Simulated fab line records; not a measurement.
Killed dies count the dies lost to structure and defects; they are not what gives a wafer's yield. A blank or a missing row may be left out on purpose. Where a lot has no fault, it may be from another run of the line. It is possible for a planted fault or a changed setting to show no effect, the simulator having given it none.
Comparing a struck lot with a sound one | flow sfq_line | 14 steps out of a route of 325
Sound: wafers L634.2, L634.3, L634.5. Struck: wafer L648.6 (L648.1, L648.4, from the same lot, were not struck and are left out); the cause is given at the end.
Per side, at each step with rows, come the tool, then ch with its chambers, and then its first start. Under that, the readings that differ: sound wafers | struck wafers | difference of the means | sigmas: that difference in standard deviations of wafers without a fault.
alike: readings whose means differ by less than 2 such deviations, and words and numbers that are the same on both sides. not compared: withheld readings, readings that some wafer has no value for, bounds like >300 that may hide the same value, and numbers for which the record gives no deviation and whose values overlap.
Wherever a step has rows on one side only, a row that says differs or no value, or a row with sigmas, the two part there. Numbers that have no deviation but don't overlap get no sigmas and don't part them. A reading that every wafer of one side lacks parts them only if that side has two wafers or more.

first, 6 steps without rows for these wafers: SFQ_TRILAYER_M4_LITHO_COAT_098 (resist thk 62 nm); SFQ_TRILAYER_M4_LITHO_COAT_093 (resist thk 600 nm); SFQ_TRILAYER_M4_LITHO_SOFTBAKE_097; SFQ_TRILAYER_M4_LITHO_EXPOSE_094 (exposes mask M4, target cd 500 nm); SFQ_TRILAYER_M4_LITHO_PEB_096 (peb time 60 s); SFQ_TRILAYER_M4_LITHO_DEVELOP_095 (time 60 s).
SFQ_M4_OVL_MEAS_926:
  sound: overlay-02 at day 36 22:01; struck: overlay-01 at day 49 01:53
  alike: M4_OVL
SFQ_TRILAYER_M4_BARC_OPEN_METAL_ETCH_123: etches BARC in O2, target depth 125 nm, time 41.7 s.
  sound on rie_metal-02 ch 0, day 36 22:04; struck on rie_metal-04 ch 0, day 49 01:55
  alike: drypump_motor_current_A, oes_product_au
  not compared: rf_hours_counter_h
SFQ_TRILAYER_M4_ETCH_METAL_ETCH_096: etches Nb in Cl2/Ar, stops on SiO2, target depth 240 nm, time 120 s.
  sound on rie_metal-02 ch 0, day 36 22:12; struck on rie_metal-04 ch 0, day 49 01:59
  reading                     | sound          | struck | difference | sigmas
  drypump_motor_current_A (A) | 5.20 5.23 5.21 | 5.60   | +0.39      | +2
  alike: oes_product_au
  not compared: rf_hours_counter_h
SFQ_TRILAYER_M4_STRIP_STRIP_097: strips in O2.
  sound on rie_metal-02 ch 0, day 36 22:37; struck on rie_metal-04 ch 0, day 49 02:06
  reading                     | sound          | struck | difference | sigmas
  drypump_motor_current_A (A) | 5.22 5.21 5.20 | 5.59   | +0.38      | +2
  alike: oes_product_au, platen_temp_c
  not compared: rf_hours_counter_h
then, 1 step without rows for these wafers: SFQ_TRILAYER_M4_STRIP_SOLV_CLEAN_098 (cleans in NMP, time 600 s).
SFQ_TRILAYER_I4_DEP_PECVD_099: deposits SiO2 from SiH4/N2O, time 111.11 s, target thk 500 nm.
  sound on pecvd-04 ch 0,1, day 36 23:47; struck on pecvd-02 ch 2, day 49 02:53
  alike: heater_power_w, throttle_valve_pct
SFQ_TRILAYER_I4_CMP_CMP_100: polishes SiO2.
  sound on cmp-02 ch 0,1,3, day 37 06:30; struck on cmp-02 ch 2, day 49 21:07
  reading                 | sound             | struck | difference | sigmas
  head_pressure_psi (psi) | 3.005 2.988 3.001 | 2.739  | -0.259     | -36
  motor_current_A (A)     | 11.6 9.8 9.9      | 8.6    | -1.8       | -2
  time_to_endpoint_s (s)  | 216 225 220       | 234    | +14        | +2
  alike: retaining_ring_pressure_frac, slurry_filter_dp_kPa
SFQ_I4_BOW_MEAS_927:
  sound: film_metro-02 at day 37 09:31; struck: film_metro-02 at day 49 23:07
  alike: I4_BOW

## WHERE THEY PART
First at SFQ_TRILAYER_M4_ETCH_METAL_ETCH_096; last, within this record, at SFQ_TRILAYER_I4_CMP_CMP_100. Later steps at which nothing parts them and some readings are alike: SFQ_I4_BOW_MEAS_927.

WHY: the cause the simulator had injected
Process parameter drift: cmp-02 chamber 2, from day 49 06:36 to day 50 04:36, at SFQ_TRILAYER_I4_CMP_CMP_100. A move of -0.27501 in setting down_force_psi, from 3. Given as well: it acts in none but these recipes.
